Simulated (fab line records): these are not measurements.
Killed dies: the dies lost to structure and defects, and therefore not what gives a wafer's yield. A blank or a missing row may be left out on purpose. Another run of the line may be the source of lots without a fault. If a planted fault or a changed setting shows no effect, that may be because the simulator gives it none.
Which of the tools did it? | flow gf180mcu | Sampling: 14 lots, 42 wafers, 5 of 602 route steps

## WHAT THE GAUGES SHOWED, per wafer
GF_DUAL_GATE_OVL_MEAS_11. Usual: DUAL_GATE_OVL gives 0.7 nm (standard deviation 1.9).
lot  | measured     | on         | DUAL_GATE_OVL (nm) | flag
L183 | day 8 05:07  | overlay-01 | 3.2 3.2 1.7        | 
L185 | day 8 14:28  | overlay-01 | -1.2 -0.3 -0.6     | 
L186 | day 8 18:52  | overlay-02 | 1.6 -0.7 -0.3      | 
L187 | day 9 02:13  | overlay-02 | 2.3 1.5 2.8        | 
L189 | day 9 15:15  | overlay-02 | 1.4 3.1 2.6        | 
L190 | day 9 20:53  | overlay-02 | 1.7 -0.3 -1.1      | 
L191 | day 10 04:01 | overlay-01 | 0.2 3.4 1.1        | 
L192 | day 10 10:34 | overlay-01 | -2.4 0.4 -1.6      | 
L193 | day 10 14:23 | overlay-02 | -0.5 1.9 -0.8      | 
L201 | day 12 23:25 | overlay-01 | 0.7 0.4 -0.1       | 
L203 | day 13 09:23 | overlay-01 | 0.2 0.7 -0.2       | 
L204 | day 13 22:52 | overlay-02 | -0.8 -1.2 -0.4     | 
L205 | day 13 23:09 | overlay-01 | 0.7 2.8 2.3        | 
L206 | day 14 10:43 | overlay-02 | -2.8 -1.2 -0.5     | 

GF_POLY_GATE_THK_MEAS_17. Usual: POLY_GATE_OXIDATION_THK gives 3.98 nm (standard deviation 0.069).
lot  | measured     | on           | POLY_GATE_OXIDATION_THK (nm) | flag
L183 | day 9 02:31  | filmMetro-02 | 3.90 3.92 3.89               | 
L185 | day 9 09:56  | filmMetro-02 | 3.91 3.97 4.03               | 
L186 | day 9 15:47  | filmMetro-04 | 3.97 4.04 4.03               | 
L187 | day 10 00:55 | filmMetro-04 | 3.93 3.89 3.99               | 
L189 | day 10 15:46 | filmMetro-03 | 6.44 6.45 6.54               | OFF
L190 | day 11 01:49 | filmMetro-03 | 6.69 6.73 6.78               | OFF
L191 | day 11 08:26 | filmMetro-04 | 4.03 4.07 4.02               | 
L192 | day 11 19:29 | filmMetro-03 | 4.20 4.07 4.09               | 
L193 | day 11 22:16 | filmMetro-04 | 6.70 6.69 6.62               | OFF
L201 | day 14 12:25 | filmMetro-04 | 4.05 4.05 4.02               | 
L203 | day 14 19:08 | filmMetro-02 | 3.95 3.89 3.91               | 
L204 | day 15 08:38 | filmMetro-03 | 3.89 3.91 3.88               | 
L205 | day 15 08:58 | filmMetro-03 | 3.90 3.97 3.87               | 
L206 | day 15 20:56 | filmMetro-04 | 4.02 4.11 3.96               | 

## EACH LOT AND THE TOOL THAT RAN IT (in order: tool; ch and the chambers of the sampled wafers; start)
lot  | GF_VT_IMPLANT_RTA_45            | GF_POLY_GATE_STRIP_14               | GF_POLY_GATE_OXIDATION_16
L183 | rtpAnneal-01 ch 0, day 7 12:56  | plasmaAsher-03 ch 0,1, day 8 23:45  | furnace-02 ch 0, day 9 01:14
L185 | rtpAnneal-01 ch 0, day 8 01:53  | plasmaAsher-01 ch 0,1, day 9 07:40  | furnace-02 ch 0, day 9 08:41
L186 | rtpAnneal-01 ch 0, day 8 06:45  | plasmaAsher-01 ch 0,1, day 9 14:14  | furnace-01 ch 0, day 9 14:31
L187 | rtpAnneal-01 ch 0, day 8 11:23  | plasmaAsher-01 ch 0,1, day 9 23:17  | furnace-02 ch 0, day 9 23:39
L189 | rtpAnneal-01 ch 0, day 8 20:56  | plasmaAsher-03 ch 0,1, day 10 12:52 | furnace-01 ch 0, day 10 12:59 and furnace-02 ch 0, day 10 14:23
L190 | rtpAnneal-02 ch 0, day 9 00:32  | plasmaAsher-01 ch 0,1, day 10 19:05 | furnace-02 ch 0, day 10 21:52
L191 | rtpAnneal-02 ch 0, day 9 08:23  | plasmaAsher-03 ch 0,1, day 11 04:37 | furnace-02 ch 0, day 11 07:10
L192 | rtpAnneal-01 ch 0, day 9 14:58  | plasmaAsher-01 ch 0,1, day 11 11:13 | furnace-02 ch 0, day 11 18:13
L193 | rtpAnneal-02 ch 0, day 9 18:22  | plasmaAsher-02 ch 0,1, day 11 13:17 | furnace-02 ch 0, day 11 18:13
L201 | rtpAnneal-02 ch 0, day 12 00:25 | plasmaAsher-01 ch 0,1, day 14 05:13 | furnace-01 ch 0, day 14 11:10
L203 | rtpAnneal-01 ch 0, day 12 11:47 | plasmaAsher-01 ch 0,1, day 14 15:28 | furnace-01 ch 0, day 14 17:53
L204 | rtpAnneal-01 ch 0, day 12 21:11 | plasmaAsher-01 ch 0,1, day 15 07:13 | furnace-02 ch 0, day 15 07:22
L205 | rtpAnneal-02 ch 0, day 13 00:25 | plasmaAsher-02 ch 0, day 15 07:34   | furnace-01 ch 0, day 15 07:43
L206 | rtpAnneal-02 ch 0, day 13 08:11 | plasmaAsher-02 ch 0,1, day 15 18:49 | furnace-02 ch 0, day 15 19:40
- GF_VT_IMPLANT_RTA_45: time 30 s.
- GF_POLY_GATE_STRIP_14: strips in O2/N2.
- GF_POLY_GATE_OXIDATION_16: stabilise 600 s, purge 300 s, target thk 4 nm.

## WHAT THE TOOLS THEMSELVES READ (means of the sampled wafers that have a number; where no wafer has one, the mark that the record gives instead)
GF_VT_IMPLANT_RTA_45. Usual: lampPowerPct 35.2 %, standard deviation 1.1; wafer_temp_C_max 1054.7, standard deviation 1.1.
lot  | tool         | lampPowerPct (%) | wafer_temp_C_max | flag
L183 | rtpAnneal-01 | 34.2             | 1055.0           | 
L185 | rtpAnneal-01 | 34.2             | 1055.8           | 
L186 | rtpAnneal-01 | 34.2             | 1055.8           | 
L187 | rtpAnneal-01 | 34.2             | 1054.6           | 
L189 | rtpAnneal-01 | 34.3             | 1055.3           | 
L190 | rtpAnneal-02 | 36.5             | 1053.6           | 
L191 | rtpAnneal-02 | 36.5             | 1053.3           | 
L192 | rtpAnneal-01 | 34.2             | 1054.8           | 
L193 | rtpAnneal-02 | 36.5             | 1054.1           | 
L201 | rtpAnneal-02 | 36.5             | 1055.2           | 
L203 | rtpAnneal-01 | 34.2             | 1054.7           | 
L204 | rtpAnneal-01 | 34.2             | 1056.3           | 
L205 | rtpAnneal-02 | 36.4             | 1053.9           | 
L206 | rtpAnneal-02 | 36.5             | 1053.6           | 

GF_POLY_GATE_STRIP_14. Usual: drypumpMotorCurrentA 5.76 A, standard deviation 0.25; heaterPowerW 351 W, standard deviation 33; oesProductAu 0.505 a.u., standard deviation 0.0046.
lot  | tool           | drypumpMotorCurrentA (A) | heaterPowerW (W) | oesProductAu (a.u.) | flag
L183 | plasmaAsher-03 | 5.80                     | 331              | 0.510               | 
L185 | plasmaAsher-01 | 5.81                     | 373              | 0.508               | 
L186 | plasmaAsher-01 | 5.83                     | 366              | 0.505               | 
L187 | plasmaAsher-01 | 5.73                     | 382              | 0.504               | 
L189 | plasmaAsher-03 | 5.81                     | 345              | 0.507               | 
L190 | plasmaAsher-01 | 5.75                     | 381              | 0.509               | 
L191 | plasmaAsher-03 | 5.81                     | 329              | 0.502               | 
L192 | plasmaAsher-01 | 5.74                     | 375              | 0.506               | 
L193 | plasmaAsher-02 | 5.82                     | 312              | 0.502               | 
L201 | plasmaAsher-01 | 5.82                     | 371              | 0.503               | 
L203 | plasmaAsher-01 | 5.78                     | 375              | 0.507               | 
L204 | plasmaAsher-01 | 5.71                     | 373              | 0.505               | 
L205 | plasmaAsher-02 | 6.15                     | 323              | 0.505               | 
L206 | plasmaAsher-02 | 5.50                     | 296              | 0.506               | 

## THE ANSWER, worked out from the rows above alone
Rule: a lot is off if the mean of its wafers that have a number lies more than 3 standard deviations from the usual mean. A lot without any number at a reading at which 4 lots or more have one is off too. Where the step has rows for the other lots, those lots are counted as sound. After the gauges, taken in route order, come the tools' own readings; for these a lot's mean is taken, as printed above. The first step at which some lot is off is used, and at that step the reading that is off furthest; a lot without a number counts as furthest.
Off: L189, L190, L193, seen at GF_POLY_GATE_THK_MEAS_17 (POLY_GATE_OXIDATION_THK).
A tool fits if, at a process step before that reading, it ran every lot that is off, and no sound lot after the first of them. Gauges at GF_POLY_GATE_THK_MEAS_17: tried the same way as those tools. Not one of the candidates tried fits.

## WHAT THE SIMULATOR HAD PUT IN
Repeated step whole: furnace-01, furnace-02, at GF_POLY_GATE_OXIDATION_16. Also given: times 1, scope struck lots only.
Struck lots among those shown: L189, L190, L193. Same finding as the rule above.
